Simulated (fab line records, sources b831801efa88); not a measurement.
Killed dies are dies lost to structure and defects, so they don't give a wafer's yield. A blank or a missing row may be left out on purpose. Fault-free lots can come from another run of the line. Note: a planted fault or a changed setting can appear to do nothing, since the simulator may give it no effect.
fab line records	flow sky130
record: lots: 24	wafers: 72	lastDay: 50
route steps=708 shown LOCAL_INTERCONNECT@401 CONTACT@410 METAL1@435 VIA1@472 METAL2@484
lots that met no fault: from a run of the same line without faults
startH: hours from the record's first day to the start of the lot's first wafer shown	waitH: hours since the lot's step before	" repeats the value in the row above	L1.1+2: several wafers, shown together as one row	- value missing, or start not given	* or withheld: withheld	< > ~ a bound
route shown NAME@n: a module of which the file shows steps, and the number in the route of the first	usual: the fault-free wafers' mean and standard deviation	same: alike in all rows	chamber/n: place in a boat	sites: each site's reading	_std_site: their standard deviation	_edge_site: inner sites' mean taken away from outer sites' mean	radiusMm: how far each site lies from the wafer's centre	mask NAME#n: copy n	behind: the tool/chamber that last shaped the wafer	hold: cause of the lot's hold/its duration in hours/its outcome	device: which transistor (n, p or np) failed to switch	end of line: the tests these same wafers got at the end of their route	where a step has no rows: the recipe by itself	killed: at the first sort, the dies lost to defects and structure; wafer yield is something else	map: a wafer's dies, marking killed ones x, the rest . and places with no die _
set.NAME: the run value of the setting; set.NAME@STEP: its run value at that earlier step	model.NAME: the simulator's own value behind a step, which no gauge read
one table for each step of the route and one row for each wafer, over a sample of lots
services: the hour from which a tool's chamber was out of use, counted from the record's first day as startH (under 0 if before that day), plus the number of hours and why
== steps ==
step: SKY_LOCAL_INTERCONNECT_METAL_ETCH_14
recipe: targetDepthNm: 110	stopOn: PSG	chemistry: Cl2/BCl3	target: TiN	resistSidewallDeg: 88	pressureMtorr: 10	icpW: 900	biasW: 48.5	Cl2_flow_sccm: 60	bcl3FlowSccm: 30	timeS: 31.4
usual: bcl3FlowSccm: 29.99/0.1	drypumpMotorCurrentA: 5.9/0.53	oesProductAu: 0.963/0.0069	throttleValvePct: 21.887/0.0096
lot.wafer	tool	chamber	startH	waitH	bcl3FlowSccm	drypumpMotorCurrentA	oesProductAu	rfHoursCounterH	throttleValvePct
L074.1	rieMetal-03	1	707.11	0.0	29.99	5.9	0.966	17	21.881
L074.4	"	1	"	"	30.02	6.0	0.961	-	21.892
L074.6	"	0	"	"	29.87	5.1	0.961	-	21.895
L075.3	rieMetal-01	1	707.34	0.0	29.92	5.7	0.966	-	21.895
L075.5	"	0	"	"	30.03	5.9	0.955	-	21.896
L075.6	"	1	"	"	30.04	5.7	0.964	-	21.890
L076.4	rieMetal-02	1	727.85	0.1	30.02	5.8	0.969	-	21.896
L076.5	"	1	"	"	29.97	5.8	0.977	-	21.889
L076.6	"	1	"	"	30.05	5.8	0.967	-	21.888
L077.1	rieMetal-03	0	731.96	0.1	30.00	5.1	0.967	4	21.874
L077.4	"	0	"	"	29.95	5.1	0.964	-	21.872
L077.6	"	0	"	"	29.98	5.1	0.968	-	21.879
L079.2	rieMetal-02	0	732.39	0.0	30.10	6.8	0.971	0	21.886
L079.3	"	1	"	"	30.12	5.8	0.971	-	21.875
L079.4	"	0	"	"	30.19	6.8	0.963	-	21.881
L078.2	rieMetal-02	1	736.34	0.0	29.90	5.8	0.956	16	21.887
L078.5	"	0	"	"	30.00	6.8	0.955	-	21.889
L078.6	"	1	"	"	29.93	5.8	0.966	-	21.886
L080.1	rieMetal-02	0	763.46	0.1	30.21	6.7	0.958	1	21.885
L080.3	"	0	"	"	30.25	6.8	0.961	-	21.879
L080.5	"	0	"	"	30.06	6.7	0.948	-	21.876
L081.1	rieMetal-02	0	767.81	0.1	29.93	6.8	0.976	3	21.894
L081.4	"	0	"	"	29.87	6.8	0.964	-	21.897
L081.5	"	0	"	"	29.88	6.7	0.967	-	21.872
L082.1	rieMetal-03	1	775.19	0.0	29.95	6.0	0.969	1	21.874
L082.5	"	0	"	"	30.06	5.1	0.960	-	21.888
L082.6	"	1	"	"	29.91	6.0	0.971	-	21.889
L083.1	rieMetal-01	1	775.54	0.0	30.07	5.7	0.960	13	21.881
L083.3	"	0	"	"	30.06	5.9	0.967	-	21.884
L083.6	"	0	"	"	30.04	5.8	0.953	-	21.888
L085.1	rieMetal-02	1	777.19	0.0	30.00	5.8	0.968	16	21.882
L085.4	"	1	"	"	30.12	5.8	0.970	-	21.895
L085.6	"	0	"	"	29.94	6.8	0.962	-	21.875
L084.2	rieMetal-03	0	788.69	0.0	29.99	5.1	0.964	7	21.888
L084.5	"	0	"	"	30.00	5.1	0.970	-	21.874
L084.6	"	1	"	"	30.00	6.0	0.963	-	21.877
L086.4	rieMetal-02	0	806.96	0.0	29.93	6.8	0.958	-	21.879
L086.5	"	0	"	"	29.97	6.8	0.952	-	21.904
L086.6	"	1	"	"	29.96	5.8	0.950	-	21.901
L087.1	rieMetal-01	1	813.69	0.0	30.02	5.7	0.962	14	21.886
L087.2	"	0	"	"	30.12	5.9	0.957	7	21.881
L087.6	"	1	"	"	29.74	5.7	0.966	-	21.900
L088.2	rieMetal-01	0	830.09	0.0	29.90	5.9	0.964	8	21.884
L088.5	"	0	"	"	29.94	5.9	0.966	-	21.887
L088.6	"	1	"	"	30.01	5.7	0.970	-	21.881
L090.1	rieMetal-03	1	834.20	0.0	29.82	6.0	0.966	4	21.881
L090.2	"	0	"	"	29.85	5.1	0.965	9	21.899
L090.4	"	0	"	"	30.06	5.1	0.956	-	21.874
L089.3	rieMetal-02	1	835.65	0.0	30.04	5.8	0.974	-	21.891
L089.4	"	0	"	"	29.90	6.7	0.960	-	21.891
L089.6	"	0	"	"	29.92	6.7	0.973	-	21.882
L091.4	rieMetal-01	0	837.36	0.0	29.86	5.9	0.965	-	21.884
L091.5	"	0	"	"	29.77	5.9	0.964	-	21.878
L091.6	"	1	"	"	30.03	5.7	0.958	-	21.889
L092.2	rieMetal-03	1	841.09	0.0	29.85	6.0	0.972	4	21.879
L092.5	"	1	"	"	29.87	6.0	0.979	-	21.890
L092.6	"	0	"	"	30.03	5.1	0.962	-	21.879
L093.1	rieMetal-01	0	867.01	0.1	30.01	5.9	0.968	9	21.871
L093.4	"	0	"	"	29.85	5.9	0.975	-	21.868
L093.5	"	0	"	"	29.90	5.9	0.969	-	21.869
L094.1	rieMetal-02	1	871.49	0.0	30.15	5.8	0.951	3	21.879
L094.3	"	0	"	"	30.04	6.8	0.959	-	21.897
L094.6	"	0	"	"	29.92	6.7	0.960	-	21.900
L095.1	rieMetal-03	1	872.49	0.0	30.17	6.0	0.963	5	21.888
L095.3	"	0	"	"	30.09	5.1	0.959	-	21.902
L095.5	"	1	"	"	30.04	6.0	0.962	-	21.894
L096.2	rieMetal-01	0	876.53	0.1	29.97	5.9	0.970	-	21.875
L096.4	"	0	"	"	29.87	5.9	0.962	-	21.900
L096.6	"	0	"	"	29.87	5.9	0.960	-	21.882
L097.2	rieMetal-01	0	877.97	0.1	29.96	5.8	0.956	-	21.908
L097.3	"	0	"	"	30.03	5.9	0.960	-	21.886
L097.6	"	0	"	"	29.88	5.9	0.958	-	21.892
step: SKY_CONTACT_CMP_04
recipe: material: SiO2	downForcePsi: 4	platenRpm: 60	padVelocityMS: 0.94248
usual: motorCurrentA: 12.5/1.1	retainingRingPressureFrac: 0.999/0.0043	timeToEndpointS: 80/4.8
lot.wafer	tool	chamber	startH	waitH	motorCurrentA	retainingRingPressureFrac	timeToEndpointS
L074.4	cmp-01	3	710.91	0.8	12.2	1.004	83
L074.1	"	0	"	"	13.4	0.995	81
L074.6	"	3	"	"	12.5	1.003	78
L075.3	cmp-02	3	711.48	1.3	10.3	1.005	84
L075.6	"	1	"	"	13.7	0.991	86
L075.5	"	2	"	"	12.8	0.997	83
L076.4	cmp-01	0	728.82	0.1	13.6	0.997	84
L076.5	"	2	"	"	14.2	1.001	84
L076.6	"	3	"	"	12.5	0.998	86
L077.4	cmp-02	1	732.95	0.1	14.4	0.995	85
L077.1	"	3	"	"	10.2	0.998	90
L077.6	"	0	"	"	12.4	0.999	88
L079.3	cmp-02	3	733.55	0.3	10.7	0.998	89
L079.4	"	0	"	"	11.5	1.007	85
L079.2	"	1	"	"	12.9	1.004	86
L078.2	cmp-01	0	737.26	0.0	13.2	0.995	80
L078.5	"	0	"	"	13.5	1.000	80
L078.6	"	1	"	"	12.1	1.001	83
L080.1	cmp-02	2	764.55	0.2	12.7	1.002	80
L080.3	"	3	"	"	10.6	0.998	86
L080.5	"	2	"	"	11.6	0.999	82
L081.4	cmp-01	2	768.73	0.0	14.1	0.989	80
L081.1	"	1	"	"	11.5	1.003	89
L081.5	"	3	"	"	12.1	0.993	81
L082.1	cmp-01	1	776.05	0.1	12.0	1.005	81
L082.5	"	1	"	"	11.2	1.004	77
L082.6	"	2	"	"	13.7	1.000	79
L083.1	cmp-02	0	776.48	0.1	11.8	1.000	90
L083.3	"	2	"	"	12.2	0.998	80
L083.6	"	0	"	"	11.7	1.002	84
L085.1	cmp-01	1	778.14	0.1	11.6	0.997	76
L085.4	"	3	"	"	12.5	0.990	78
L085.6	"	1	"	"	12.2	0.999	78
L084.2	cmp-02	3	789.74	0.2	10.5	0.990	85
L084.6	"	0	"	"	12.2	0.999	82
L084.5	"	1	"	"	13.7	1.003	78
L086.4	cmp-01	0	807.86	0.0	14.1	1.001	75
L086.6	"	0	"	"	12.7	1.001	72
L086.5	"	1	"	"	11.4	0.998	70
L087.2	cmp-02	2	814.60	0.0	12.6	0.994	73
L087.1	"	0	"	"	11.9	0.995	85
L087.6	"	2	"	"	11.8	1.001	79
L088.2	cmp-01	2	831.14	0.2	14.2	0.995	78
L088.5	"	3	"	"	12.1	1.000	80
L088.6	"	0	"	"	12.5	1.000	84
L090.4	cmp-01	3	835.18	0.1	12.7	0.996	71
L090.1	"	0	"	"	13.6	1.000	74
L090.2	"	1	"	"	11.8	0.995	81
L089.4	cmp-01	2	836.66	0.1	13.6	1.004	77
L089.3	"	0	"	"	13.2	0.999	75
L089.6	"	1	"	"	11.1	1.005	74
L091.4	cmp-01	2	838.46	0.2	13.2	0.994	74
L091.6	"	0	"	"	13.2	0.994	73
L091.5	"	1	"	"	11.8	0.996	77
L092.2	cmp-01	3	842.14	0.2	12.3	0.998	80
L092.6	"	0	"	"	12.6	0.996	80
L092.5	"	1	"	"	10.9	1.000	80
L093.4	cmp-02	1	868.00	0.1	14.4	1.000	75
L093.1	"	3	"	"	10.2	0.999	78
L093.5	"	1	"	"	14.4	0.996	78
L094.3	cmp-02	0	872.41	0.0	11.8	0.996	91
L094.1	"	3	"	"	10.5	0.992	89
L094.6	"	0	"	"	11.6	0.991	88
L095.3	cmp-01	1	873.90	0.1	11.5	1.002	78
L095.1	"	3	"	"	12.8	1.000	80
L095.5	"	1	"	"	11.9	0.997	83
L096.4	cmp-01	1	877.49	0.0	11.7	1.002	81
L096.2	"	3	"	"	12.1	0.999	78
L096.6	"	1	"	"	11.5	0.992	82
L097.3	cmp-01	1	879.21	0.0	11.7	1.006	80
L097.2	"	2	"	"	14.0	1.004	78
L097.6	"	2	"	"	13.1	1.003	73
step: SKY_METAL1_SPUTTER_01
recipe: material: TiN	targetThkNm: 20	powerW: 6500	timeS: 16.7	chamberPressurePa: 0.4
usual: throttleValvePct: 30.1/1.3
lot.wafer	tool	chamber	startH	waitH	throttleValvePct
L074.1	pvdSputter-02	-	739.01	0.0	30.0
L074.4	"	-	"	"	30.9
L074.6	"	-	"	"	30.9
L075.3	pvdSputter-02	-	740.12	0.0	31.0
L075.5	"	-	"	"	30.9
L075.6	"	-	"	"	30.2
L076.4	pvdSputter-01	-	759.74	0.0	30.6
L076.5	"	-	"	"	32.2
L076.6	"	-	"	"	27.0
L077.1	pvdSputter-02	-	762.72	0.0	30.0
L077.4	"	-	"	"	30.4
L077.6	"	-	"	"	30.1
L079.2	pvdSputter-01	-	763.02	0.0	32.1
L079.3	"	-	"	"	27.2
L079.4	"	-	"	"	29.9
L078.2	pvdSputter-02	-	766.32	0.0	30.2
L078.5	"	-	"	"	29.8
L078.6	"	-	"	"	31.1
L080.1	pvdSputter-02	-	792.68	0.0	30.2
L080.3	"	-	"	"	29.9
L080.5	"	-	"	"	31.1
L081.1	pvdSputter-01	-	797.15	0.0	31.8
L081.4	"	-	"	"	27.4
L081.5	"	-	"	"	32.0
L082.1	pvdSputter-01	-	804.71	0.0	26.8
L082.5	"	-	"	"	32.2
L082.6	"	-	"	"	27.2
L083.1	pvdSputter-04	-	805.03	0.0	29.0
L083.3	"	-	"	"	29.7
L083.6	"	-	"	"	29.6
L085.1	pvdSputter-01	-	806.47	0.0	31.9
L085.4	"	-	"	"	30.7
L085.6	"	-	"	"	31.7
L084.2	pvdSputter-02	-	817.81	0.0	30.3
L084.5	"	-	"	"	30.3
L084.6	"	-	"	"	29.7
L086.4	pvdSputter-04	-	836.36	0.0	30.6
L086.5	"	-	"	"	29.4
L086.6	"	-	"	"	29.4
L087.1	pvdSputter-04	-	842.89	0.0	29.2
L087.2	"	-	"	"	29.6
L087.6	"	-	"	"	28.9
L088.2	pvdSputter-02	-	858.40	0.0	30.7
L088.5	"	-	"	"	31.0
L088.6	"	-	"	"	29.5
L090.1	pvdSputter-01	-	862.27	0.0	29.8
L090.2	"	-	"	"	30.7
L090.4	"	-	"	"	27.3
L089.3	pvdSputter-04	-	863.78	0.0	28.5
L089.4	"	-	"	"	30.3
L089.6	"	-	"	"	28.9
L091.4	pvdSputter-04	-	865.85	0.0	29.7
L091.5	"	-	"	"	29.6
L091.6	"	-	"	"	30.6
L092.2	pvdSputter-01	-	869.90	0.0	32.1
L092.5	"	-	"	"	30.4
L092.6	"	-	"	"	29.8
L093.1	pvdSputter-02	-	895.57	0.0	31.3
L093.4	"	-	"	"	30.1
L093.5	"	-	"	"	30.9
L094.1	pvdSputter-02	-	899.32	0.0	30.5
L094.3	"	-	"	"	31.1
L094.6	"	-	"	"	31.1
L095.1	pvdSputter-01	-	900.21	0.0	30.4
L095.3	"	-	"	"	27.1
L095.5	"	-	"	"	27.4
L096.2	pvdSputter-01	-	903.22	0.0	29.9
L096.4	"	-	"	"	30.4
L096.6	"	-	"	"	27.4
L097.2	pvdSputter-02	-	906.57	0.0	29.6
L097.3	"	-	"	"	30.8
L097.6	"	-	"	"	30.7
step: SKY_VIA1_ETCH_14
recipe: chemistry: N2/H2	target: BARC	ionEnergyEv: 200	sourceW: 500	biasW: 100	pressureMtorr: 30	n2FlowSccm: 100	h2FlowSccm: 200	stopOn: SiO2	timeS: 45.9	targetDepthA: 600
usual: drypumpMotorCurrentA: 5.64/0.29	oesProductAu: 0.858/0.0046	throttleValvePct: 13.226/0.0089
lot.wafer	tool	chamber	startH	waitH	drypumpMotorCurrentA	oesProductAu	rfHoursCounterH	throttleValvePct
L074.1	rieDiel-04	0	794.04	0.0	5.51	0.853	2	13.235
L074.4	"	3	"	"	5.76	0.861	6	13.227
L074.6	"	3	"	"	5.75	0.853	-	13.235
L075.3	rieDiel-04	1	795.37	0.0	5.73	0.855	8	13.234
L075.5	"	1	"	"	5.72	0.865	-	13.243
L075.6	"	2	"	"	5.07	0.859	-	13.219
L076.4	rieDiel-01	3	813.81	0.0	6.06	0.851	-	13.232
L076.5	"	0	"	"	5.44	0.858	-	13.213
L076.6	"	1	"	"	5.36	0.853	-	13.228
L077.1	rieDiel-02	0	816.87	0.0	5.62	0.849	20	13.213
L077.4	"	2	"	"	5.55	0.849	8	13.222
L077.6	"	0	"	"	5.66	0.864	-	13.225
L079.2	rieDiel-02	2	817.74	0.0	5.58	0.861	8	13.212
L079.3	"	1	"	"	5.89	0.851	0	13.233
L079.4	"	0	"	"	5.63	0.855	20	13.236
L078.2	rieDiel-01	3	822.63	0.0	6.05	0.862	16	13.230
L078.5	"	1	"	"	5.35	0.863	-	13.227
L078.6	"	3	"	"	6.04	0.859	-	13.222
L080.1	rieDiel-04	1	847.32	0.0	5.73	0.858	9	13.238
L080.3	"	0	"	"	5.53	0.850	3	13.209
L080.5	"	3	"	"	5.77	0.853	-	13.229
L081.1	rieDiel-02	2	852.23	0.0	5.57	0.859	9	13.235
L081.4	"	1	"	"	5.93	0.850	-	13.227
L081.5	"	2	"	"	5.60	0.863	-	13.226
L082.1	rieDiel-02	1	858.42	0.0	5.92	0.859	2	13.217
L082.5	"	0	"	"	5.64	0.866	-	13.215
L082.6	"	2	"	"	5.55	0.858	-	13.238
L083.1	rieDiel-04	3	859.08	0.0	5.78	0.865	7	13.215
L083.3	"	1	"	"	5.72	0.857	10	13.233
L083.6	"	3	"	"	5.78	0.863	-	13.233
L085.1	rieDiel-01	3	859.99	0.0	6.02	0.863	17	13.231
L085.4	"	0	"	"	5.45	0.859	-	13.225
L085.6	"	3	"	"	6.05	0.854	-	13.223
L084.2	rieDiel-01	3	872.08	0.0	6.03	0.866	17	13.210
L084.5	"	2	"	"	6.15	0.859	-	13.232
L084.6	"	3	"	"	6.00	0.858	-	13.239
L086.4	rieDiel-04	2	889.63	0.0	5.03	0.854	14	13.217
L086.5	"	1	"	"	5.75	0.852	-	13.214
L086.6	"	0	"	"	5.52	0.848	-	13.219
L087.1	rieDiel-01	2	896.18	0.0	6.17	0.860	8	13.232
L087.2	"	1	"	"	5.36	0.858	1	13.223
L087.6	"	1	"	"	5.36	0.857	-	13.214
L088.2	rieDiel-02	1	908.83	0.0	5.91	0.854	4	13.224
L088.5	"	2	"	"	5.54	0.864	-	13.224
L088.6	"	3	"	"	5.32	0.860	-	13.215
L090.1	rieDiel-02	2	912.23	0.0	5.57	0.857	12	13.225
L090.2	"	1	"	"	5.92	0.857	4	13.230
L090.4	"	3	"	"	5.33	0.866	1	13.219
L089.3	rieDiel-01	0	914.79	0.0	5.42	0.867	12	13.241
L089.4	"	1	"	"	5.37	0.855	-	13.218
L089.6	"	3	"	"	6.06	0.862	-	13.215
L091.4	rieDiel-02	0	918.68	0.0	5.64	0.862	24	13.221
L091.5	"	3	"	"	5.32	0.857	-	13.227
L091.6	"	2	"	"	5.56	0.857	-	13.213
L092.2	rieDiel-01	0	921.83	0.0	5.43	0.857	12	13.232
L092.5	"	0	"	"	5.43	0.858	-	13.226
L092.6	"	1	"	"	5.41	0.852	-	13.236
L093.1	rieDiel-02	1	946.59	0.0	5.92	0.854	5	13.230
L093.4	"	2	"	"	5.57	0.859	12	13.221
L093.5	"	1	"	"	5.94	0.847	-	13.229
L094.1	rieDiel-01	0	950.43	0.0	5.43	0.866	13	13.210
L094.3	"	3	"	"	6.02	0.858	19	13.227
L094.6	"	1	"	"	5.36	0.856	-	13.225
L095.1	rieDiel-04	2	950.44	0.0	5.05	0.854	15	13.231
L095.3	"	3	"	"	5.77	0.856	10	13.235
L095.5	"	3	"	"	5.76	0.861	-	13.219
L096.2	rieDiel-01	0	954.38	0.0	5.45	0.854	13	13.234
L096.4	"	3	"	"	6.03	0.853	19	13.210
L096.6	"	0	"	"	5.45	0.860	-	13.228
L097.2	rieDiel-04	3	956.73	0.0	5.74	0.857	10	13.223
L097.3	"	2	"	"	5.02	0.859	16	13.224
L097.6	"	3	"	"	5.75	0.855	-	13.222
step: SKY_VIA1_RS_MEAS_22
recipe: thkMeasGauge: four-point-probe	reads: W_of_VIA1_CVD_21+TiN_of_VIA1_SPUTTER_20
usual: VIA1_W_RS: 0.424/0.0082
lot.wafer	tool	chamber	startH	waitH	VIA1_W_RS[ohm/sq]
L074.1	filmMetro-01	-	794.88	0.1	0.413
L074.4	"	-	"	"	0.416
L074.6	"	-	"	"	0.416
L075.3	filmMetro-04	-	796.25	0.1	0.425
L075.5	"	-	"	"	0.425
L075.6	"	-	"	"	0.412
L076.4	filmMetro-04	-	814.68	0.1	0.431
L076.5	"	-	"	"	0.430
L076.6	"	-	"	"	0.433
L077.1	filmMetro-03	-	817.75	0.1	0.430
L077.4	"	-	"	"	0.422
L077.6	"	-	"	"	0.428
L079.2	filmMetro-01	-	818.60	0.1	0.431
L079.3	"	-	"	"	0.430
L079.4	"	-	"	"	0.409
L078.2	filmMetro-04	-	823.54	0.1	0.430
L078.5	"	-	"	"	0.429
L078.6	"	-	"	"	0.416
L080.1	filmMetro-03	-	848.16	0.1	0.427
L080.3	"	-	"	"	0.429
L080.5	"	-	"	"	0.431
L081.1	filmMetro-03	-	853.06	0.1	0.421
L081.4	"	-	"	"	0.420
L081.5	"	-	"	"	0.422
L082.1	filmMetro-01	-	859.26	0.1	0.423
L082.5	"	-	"	"	0.421
L082.6	"	-	"	"	0.424
L083.1	filmMetro-01	-	859.91	0.1	0.425
L083.3	"	-	"	"	0.423
L083.6	"	-	"	"	0.407
L085.1	filmMetro-01	-	860.82	0.1	0.429
L085.4	"	-	"	"	0.419
L085.6	"	-	"	"	0.425
L084.2	filmMetro-04	-	872.93	0.1	0.418
L084.5	"	-	"	"	0.433
L084.6	"	-	"	"	0.433
L086.4	filmMetro-01	-	890.61	0.1	0.430
L086.5	"	-	"	"	0.433
L086.6	"	-	"	"	0.433
L087.1	filmMetro-01	-	897.02	0.1	0.416
L087.2	"	-	"	"	0.431
L087.6	"	-	"	"	0.415
L088.2	filmMetro-03	-	910.09	0.1	0.426
L088.5	"	-	"	"	0.407
L088.6	"	-	"	"	0.428
L090.1	filmMetro-01	-	913.19	0.1	0.426
L090.2	"	-	"	"	0.410
L090.4	"	-	"	"	0.412
L089.3	filmMetro-04	-	915.66	0.1	0.423
L089.4	"	-	"	"	0.412
L089.6	"	-	"	"	0.424
L091.4	filmMetro-04	-	919.57	0.1	0.433
L091.5	"	-	"	"	0.431
L091.6	"	-	"	"	0.428
L092.2	filmMetro-01	-	922.68	0.1	0.436
L092.5	"	-	"	"	0.439
L092.6	"	-	"	"	0.432
L093.1	filmMetro-03	-	947.76	0.1	0.423
L093.4	"	-	"	"	0.426
L093.5	"	-	"	"	0.431
L095.1	filmMetro-01	-	951.31	0.1	0.426
L095.3	"	-	"	"	0.420
L095.5	"	-	"	"	0.408
L094.1	filmMetro-04	-	951.32	0.1	0.431
L094.3	"	-	"	"	0.427
L094.6	"	-	"	"	0.430
L096.2	filmMetro-03	-	955.63	0.1	0.422
L096.4	"	-	"	"	0.425
L096.6	"	-	"	"	0.423
L097.2	filmMetro-01	-	957.70	0.1	0.431
L097.3	"	-	"	"	0.432
L097.6	"	-	"	"	0.426
step: SKY_METAL2_SPUTTER_01
recipe: material: TiN	targetThkNm: 20	powerW: 6500	timeS: 16.7	chamberPressurePa: 0.4
usual: throttleValvePct: 30.2/0.69
lot.wafer	tool	chamber	startH	waitH	throttleValvePct
L074.1	pvdSputter-02	-	795.38	0.0	30.6
L074.4	"	-	"	"	30.3
L074.6	"	-	"	"	30.2
L075.3	pvdSputter-04	-	796.71	0.0	29.7
L075.5	"	-	"	"	29.4
L075.6	"	-	"	"	29.0
L076.4	pvdSputter-03	-	815.12	0.0	31.0
L076.5	"	-	"	"	31.0
L076.6	"	-	"	"	29.8
L077.1	pvdSputter-04	-	818.47	0.0	29.7
L077.4	"	-	"	"	29.2
L077.6	"	-	"	"	29.0
L079.2	pvdSputter-02	-	819.08	0.0	30.9
L079.3	"	-	"	"	30.3
L079.4	"	-	"	"	30.2
L078.2	pvdSputter-04	-	824.29	0.0	28.9
L078.5	"	-	"	"	29.3
L078.6	"	-	"	"	28.9
L080.1	pvdSputter-03	-	848.66	0.0	31.3
L080.3	"	-	"	"	31.0
L080.5	"	-	"	"	31.0
L081.1	pvdSputter-03	-	853.56	0.0	30.9
L081.4	"	-	"	"	30.4
L081.5	"	-	"	"	30.8
L082.1	pvdSputter-04	-	859.77	0.0	30.4
L082.5	"	-	"	"	30.4
L082.6	"	-	"	"	28.7
L083.1	pvdSputter-02	-	860.42	0.0	29.8
L083.3	"	-	"	"	31.0
L083.6	"	-	"	"	30.9
L085.1	pvdSputter-04	-	861.32	0.0	29.6
L085.4	"	-	"	"	28.7
L085.6	"	-	"	"	29.6
L084.2	pvdSputter-04	-	873.42	0.0	30.5
L084.5	"	-	"	"	29.0
L084.6	"	-	"	"	29.4
L086.4	pvdSputter-02	-	891.05	0.0	29.7
L086.5	"	-	"	"	30.6
L086.6	"	-	"	"	30.2
L087.1	pvdSputter-02	-	897.52	0.0	30.8
L087.2	"	-	"	"	30.7
L087.6	"	-	"	"	30.7
L088.2	pvdSputter-02	-	910.57	0.0	30.9
L088.5	"	-	"	"	29.9
L088.6	"	-	"	"	31.1
L090.1	pvdSputter-03	-	914.19	0.0	30.3
L090.2	"	-	"	"	31.0
L090.4	"	-	"	"	29.4
L089.3	pvdSputter-03	-	916.12	0.0	31.0
L089.4	"	-	"	"	30.2
L089.6	"	-	"	"	30.7
L091.4	pvdSputter-02	-	920.02	0.0	31.1
L091.5	"	-	"	"	30.6
L091.6	"	-	"	"	29.8
L092.2	pvdSputter-02	-	923.16	0.0	30.0
L092.5	"	-	"	"	30.0
L092.6	"	-	"	"	30.8
L093.1	pvdSputter-03	-	948.27	0.0	29.8
L093.4	"	-	"	"	30.9
L093.5	"	-	"	"	30.2
L095.1	pvdSputter-03	-	951.81	0.0	31.1
L095.3	"	-	"	"	29.8
L095.5	"	-	"	"	29.9
L094.1	pvdSputter-04	-	952.11	0.0	29.5
L094.3	"	-	"	"	29.7
L094.6	"	-	"	"	29.8
L096.2	pvdSputter-04	-	956.11	0.0	28.9
L096.4	"	-	"	"	29.5
L096.6	"	-	"	"	30.5
L097.2	pvdSputter-03	-	958.19	0.0	29.8
L097.3	"	-	"	"	30.9
L097.6	"	-	"	"	30.9
== services ==
tool	chamber	startH	hours	kind
rieDiel-01	0	687.32	6.8	repair
rieDiel-01	-	709.91	2.8	pm
pvdSputter-01	-	710.50	1.7	repair
pvdSputter-02	-	718.01	0.6	repair
rieMetal-02	0	728.06	1.8	repair
cmp-01	-	733.07	4.1	pm
rieMetal-02	0	733.98	1.9	repair
cmp-01	-	742.47	1.5	repair
cmp-02	-	749.27	0.5	repair
cmp-01	-	751.26	8.9	pm
cmp-02	-	755.12	4.0	pm
cmp-01	-	760.17	4.5	pm
rieMetal-02	1	761.79	11.8	repair
rieDiel-01	0	767.76	4.2	repair
cmp-02	-	778.03	1.2	repair
cmp-02	-	787.16	1.4	repair
pvdSputter-02	-	805.55	1.1	repair
rieDiel-01	2	806.97	22.0	repair
cmp-02	-	817.41	0.7	repair
pvdSputter-02	-	878.85	3.7	repair
pvdSputter-04	-	886.72	13.6	repair
cmp-01	-	912.13	4.0	pm
pvdSputter-02	-	942.10	84.7	repair
cmp-01	-	945.39	8.3	repair
== key ==
fault none
